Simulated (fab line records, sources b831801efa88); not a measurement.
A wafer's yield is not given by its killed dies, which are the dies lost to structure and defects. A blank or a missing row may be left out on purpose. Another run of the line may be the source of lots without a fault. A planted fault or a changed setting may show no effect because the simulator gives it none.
A lot that was struck, set against a sound lot + flow sky130 + 16 steps out of a route of 708
Sound: these wafers, L401.1, L401.2, L401.5. Struck: wafer L409.4 (left out: L409.1, L409.6 of the same lot, which were not struck); the cause appears at the end.
Order at every step that has rows: each side's tool, ch and its chambers, its first start. Under that, the readings that differ: sound wafers + struck wafers + difference of the means + sigmas: that difference in standard deviations of wafers without a fault.
alike: readings with means less than 2 such deviations apart, plus words and numbers identical on both sides. not compared: withheld readings, readings lacking a value on some wafer, bounds such as >300 that could conceal the same value, and numbers that have no deviation in the record and whose values overlap.
The two part at a step that has a row with sigmas, a row that says differs or no value, or rows on one side only. Non-overlapping numbers with no deviation appear without sigmas and do not part them. A reading that every wafer of one side lacks parts them only if that side has two wafers or more.

SKY_LI_CONTACT_BOW_MEAS_03:
  sound: film metro-04 at day 28 15:20; struck: film metro-01 at day 31 00:20
  alike: LI_CONTACT_BOW
then, 8 steps without rows for these wafers: SKY_LI_CONTACT_DEHYDRATE_04 (time 60 s); SKY_LI_CONTACT_HMDS_05 (prime time 60 s); SKY_LI_CONTACT_COAT_06 (resist thk 60 nm); SKY_LI_CONTACT_COAT_07 (resist thk 450 nm); SKY_LI_CONTACT_SOFTBAKE_08 (time 90 s); SKY_LI_CONTACT_EXPOSE_09 (exposes mask LICM1, target cd 170 nm); SKY_LI_CONTACT_PEB_10; SKY_LI_CONTACT_DEVELOP_11 (develop time 60 s).
SKY_LI_CONTACT_CD_MEAS_12 targets a cd of 170 nm.
  sound: cd sem-01 at day 29 19:42; struck: cd sem-02 at day 32 03:39
  alike: cd nm
SKY_LI_CONTACT_OVL_MEAS_13:
  sound: overlay-02 at day 29 19:49; struck: overlay-02 at day 32 03:46
  alike: LI_CONTACT_OVL
SKY_LI_CONTACT_ETCH_14: etches BARC in N2/H2, stops on SiO2, time 45.9 s, target depth 60 nm.
  sound on rie diel-02 ch 0,2,3, day 29 19:52; struck on rie diel-03 ch 0, day 32 03:49
  alike: drypump motor current A, oes product au, throttle valve pct
  not compared: rf hours counter h
SKY_LI_CONTACT_ETCH_15: etches PSG in C4F8/O2/Ar, stops on Si, target depth 600 nm.
  sound on rie diel-02 ch 0,2,3, day 29 19:54; struck on rie diel-03 ch 0, day 32 03:51
| reading                                           | sound             | struck | difference | sigmas |
|---------------------------------------------------|-------------------|--------|------------|--------|
| oes product au (a.u.)                             | 0.834 0.835 0.836 | 0.778  | -0.057     | -14    |
| model.etch.depth nm (nm)                          | 598.5 599 597.5   | 510.3  | -88.0      |        |
| model.LI_CONTACT.feature depth nm (nm)            | 598.5 599 597.5   | 510.3  | -88.0      |        |
| model.KrF-thick_of_LI_CONTACT_COAT_07.thk nm (nm) | 228.3 234.8 232.1 | 289.1  | +57.4      |        |
SKY_LI_CONTACT_STRIP_16: strips in O2/N2.
  sound on plasma asher-01 ch 0,1, day 29 19:59; struck on plasma asher-04 ch 0, day 32 03:56
| reading                      | sound             | struck | difference | sigmas |
|------------------------------|-------------------|--------|------------|--------|
| oes product au (a.u.)        | 0.387 0.379 0.388 | 0.403  | +0.018     | +4     |
| strip time to endpoint s (s) | 3.45 3.52 3.51    | 4.10   | +0.61      | +16    |
  alike: drypump motor current A
  not compared: rf hours counter h
then, 1 step without rows for these wafers: SKY_LI_CONTACT_CLEAN_17 (cleans in NMP, time 600 s).
-- record jumps: 16 days separate the struck wafers' starts on either side; left off in module LI_CONTACT, taken up again in module PAD_OPEN, whose first shown step is the route's number 708 --
SKY_PAD_OPEN_PROBE_99:
  sound: prober-01 at day 46 05:33; struck: prober-01 at day 47 22:51
| reading            | sound     | struck | difference | sigmas |
|--------------------|-----------|--------|------------|--------|
| killed at contacts | 24 35 18  | 423    | +397       | +79    |
| killed dies        | 85 105 84 | 492    | +401       | +47    |
| killed on rim      | 28 20 8   | 96     | +77        | +19    |
| killed short       | 38 49 42  | 29     | -14        | -3     |
  alike: killed_at_M0_to_M3, killed_at_M4_up, killed at front end, killed at other, killed open

WHERE THEY PART
First at SKY_LI_CONTACT_ETCH_15; last, within this record, at SKY_PAD_OPEN_PROBE_99.

WHY: what had been put in by the simulator
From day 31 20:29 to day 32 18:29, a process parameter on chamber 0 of rie diel-03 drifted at SKY_LI_CONTACT_ETCH_15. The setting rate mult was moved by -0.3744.
